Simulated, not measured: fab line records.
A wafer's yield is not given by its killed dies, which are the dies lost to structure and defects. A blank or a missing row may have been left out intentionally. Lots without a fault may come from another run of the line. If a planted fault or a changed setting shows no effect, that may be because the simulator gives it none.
What tool caused it? ; flow sky130 ; 13 lots, 39 wafers sampled, at 2 steps of a route of 708

WHAT THE GAUGES READ, wafer by wafer
SKY_FIELD_ISO_BOW_MEAS_00. Usual: INCOMING_BOW gives 0 um (standard deviation 6.7).
lot;measured;on;INCOMING_BOW (um);flag
L851;day 1 10:02;filmMetro-04;-5 8 0;
L852;day 1 15:00;filmMetro-02;4 7 5;
L857;day 2 16:02;filmMetro-01;1 -7 13;
L859;day 3 02:01;filmMetro-04;-15 1 -3;
L865;day 4 08:01;filmMetro-04;9 15 -4;
L866;day 4 13:01;filmMetro-04;-6 8 -9;
L868;day 4 23:01;filmMetro-02;-7 -5 5;
L869;day 5 04:01;filmMetro-02;-4 -4 3;
L870;day 5 09:01;filmMetro-01;-5 -1 -1;
L871;day 5 14:01;filmMetro-01;5 -14 4;
L872;day 5 19:01;filmMetro-01;-8 -2 -3;
L873;day 6 00:04;filmMetro-04;3 -3 0;
L874;day 6 05:00;filmMetro-01;7 5 -1;

SKY_DNWELL_TW_MEAS_09. Usual: DNWELL_TW gives 1115 (standard deviation 10).
lot;measured;on;DNWELL_TW;flag
L851;day 3 12:41;filmMetro-02;1136 1129 1136;
L852;day 3 19:35;filmMetro-02;1122 1125 1119;
L857;day 4 21:12;filmMetro-02;1119 1123 1122;
L859;day 5 00:04;filmMetro-03;1111 1111 1113;
L865;day 6 05:37;filmMetro-03;1109 1111 1116;
L866;day 6 11:14;filmMetro-02;1133 1129 1125;
L868;day 6 23:28;filmMetro-02;1125 1127 1125;
L869;day 7 05:07;filmMetro-02;1129 1119 1125;
L870;day 7 08:56;filmMetro-01;1102 1101 1110;
L871;day 7 20:10;filmMetro-01;1103 1108 1103;
L872;day 8 01:17;filmMetro-01;1100 1100 1101;
L873;day 8 05:50;filmMetro-01;1102 1105 1103;
L874;day 8 10:28;filmMetro-02;1112 1107 1114;

TOOL THAT RAN EACH LOT (tool first, then ch and the chambers of the sampled wafers, then the start)
The record shows no process step preceding these readings.

AS READ BY THE TOOLS THEMSELVES (means over the sampled wafers that have a number; for cases with no such wafer, the mark the record gives instead)
The record holds no such reading with a usual standard deviation.

THE ANSWER, worked out from the rows above alone
Rule: a lot counts as off when the mean over its wafers that have a number is more than 3 standard deviations away from the usual mean. Also off: a lot with no number at a reading for which 4 or more lots have one. All remaining lots with rows at the step are treated as sound. The gauges are gone through in route order, then the tools' own readings, and for those a lot's mean is taken as printed above. The first step at which some lot is off is used, and at that step the reading that is off furthest; a lot without a number counts as furthest.
None of the lots is off at any reading shown; this tells nothing.

WHAT THE SIMULATOR PUT IN
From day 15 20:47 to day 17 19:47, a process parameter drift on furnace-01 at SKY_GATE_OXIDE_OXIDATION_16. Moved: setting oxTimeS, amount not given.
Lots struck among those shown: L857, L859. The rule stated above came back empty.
